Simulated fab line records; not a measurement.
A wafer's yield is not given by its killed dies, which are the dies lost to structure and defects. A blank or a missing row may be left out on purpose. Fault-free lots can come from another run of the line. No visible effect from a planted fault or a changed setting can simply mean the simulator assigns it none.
Comparing a struck lot with a sound one :: flow gf180mcu :: 21 out of 602 route steps
Sound: wafers L602.3, L602.4, L602.5. Wafers struck: L617.1, L617.2, L617.4. Last of all comes the cause.
Order at every step that has rows: each side's tool, ch and its chambers, its first start. Under that, the readings that differ: sound wafers :: struck wafers :: difference of the means :: sigmas: that difference in standard deviations of wafers without a fault.
alike: readings whose means differ by less than 2 such deviations, and words and numbers that are the same on both sides. not compared: withheld readings, readings that some wafer has no value for, bounds like >300 that may hide the same value, and numbers for which the record gives no deviation and whose values overlap.
Wherever a step has rows on one side only, a row that says differs or no value, or a row with sigmas, the two part there. Non-overlapping numbers with no deviation appear without sigmas and do not part them. A reading missing from all wafers of one side parts the sides only when that side holds two or more wafers.

first, 1 step without rows for these wafers: GF_STI_OXIDATION_21 (stabilise 600 s, purge 300 s, target thk 15 nm).
GF_STI_THK_MEAS_22:
  sound: film-metro-02 at day 2 09:12; struck: film-metro-01 at day 5 15:53
reading: STI_OXIDATION_01_THK (nm)
sound: 15.53 15.44 15.52
struck: 14.71 14.68 14.64
difference: -0.82
sigmas: -3
then, 1 step without rows for these wafers: GF_STI_CVD_23 (deposits SiO2, target thk 650 nm, time 108.3 s).
GF_STI_THK_MEAS_24:
  sound: film-metro-01 at day 2 09:20; struck: film-metro-02 at day 5 16:04
  alike: STI_CVD_23_THK
GF_STI_CMP_25: polishes, stops on Si3N4, t overpolish 33 s, target thk 524.6 nm.
  sound on cmp-01 ch 1,2, day 2 09:22; struck on cmp-02 ch 0,1,2, day 5 16:11
  alike: motor-current-A, overpolish-run-s, time-to-endpoint-s
then, 4 steps without rows for these wafers: GF_STI_WET_ETCH_26 (etches SiO2 in dHF, target depth 94 nm, time 188 s); GF_STI_WET_ETCH_27 (etches Si3N4 in H3PO4, target depth 160 nm, time 1825 s); GF_STI_WET_ETCH_28 (etches SiO2 in dHF, target depth 20 nm, time 40 s); GF_STI_OXIDATION_29 (stabilise 600 s, purge 300 s, target thk 10 nm).
GF_STI_THK_MEAS_30:
  sound: film-metro-03 at day 2 11:50; struck: film-metro-01 at day 5 18:32
  alike: STI_OXIDATION_02_THK
then, 2 steps without rows for these wafers: GF_DNWELL_DEHYDRATE_00 (time 60 s); GF_DNWELL_HMDS_01 (prime time 60 s).
GF_DNWELL_COAT_02: resist thk 3000 nm.
  sound on litho-track-02 ch 0, day 2 17:47; struck on litho-track-01 ch 0, day 6 01:10
reading: model.coat_of_DNWELL_COAT_02.thk-nm (nm)
sound: 2995 2999 2997
struck: 3055 3063 3051
difference: +59
sigmas: 
then, 3 steps without rows for these wafers: GF_DNWELL_SOFTBAKE_03; GF_DNWELL_EXPOSE_04 (exposes mask DNWELL, target cd 1700 nm); GF_DNWELL_PEB_05.
GF_DNWELL_DEVELOP_06: develop time 60 s.
  sound on litho-track-04 ch 0; struck on litho-track-04 ch 0
reading: model.coat_of_DNWELL_COAT_02.thk-nm (nm)
sound: 2994 2998 2996
struck: 3054 3062 3049
difference: +59
sigmas: 
next, for these wafers, 1 step has no rows: GF_DNWELL_IMPLANT_07.
GF_DNWELL_STRIP_08: strips in O2/N2.
  sound on plasma-asher-02 ch 0,1, day 3 00:37; struck on plasma-asher-03 ch 0,1, day 6 09:14
reading: strip-time-to-endpoint-s (s)
sound: 35.56 35.60 35.58
struck: 36.20 36.29 36.20
difference: +0.65
sigmas: +8
  alike: drypump-motor-current-A, heater-power-w, oes-product-au
  not compared: rf-hours-counter-h
GF_DNWELL_TW_MEAS_09:
  sound: film-metro-01 at day 3 00:43; struck: film-metro-04 at day 6 09:20
  alike: DNWELL_TW
-- the record jumps here: 27 days lie between the struck wafers' starts before and after (it left off in module DNWELL and takes up again in module PASSIVATION, whose first step shown is number 602 of the route) --
GF_PASSIVATION_PROBE_99:
  rows exist in the record for the struck wafers here (prober-02, day 33 13:49), but not for the sound ones

## WHERE THEY PART
First at GF_STI_THK_MEAS_22; last, within this record, at GF_PASSIVATION_PROBE_99.

WHY: the cause the simulator had injected
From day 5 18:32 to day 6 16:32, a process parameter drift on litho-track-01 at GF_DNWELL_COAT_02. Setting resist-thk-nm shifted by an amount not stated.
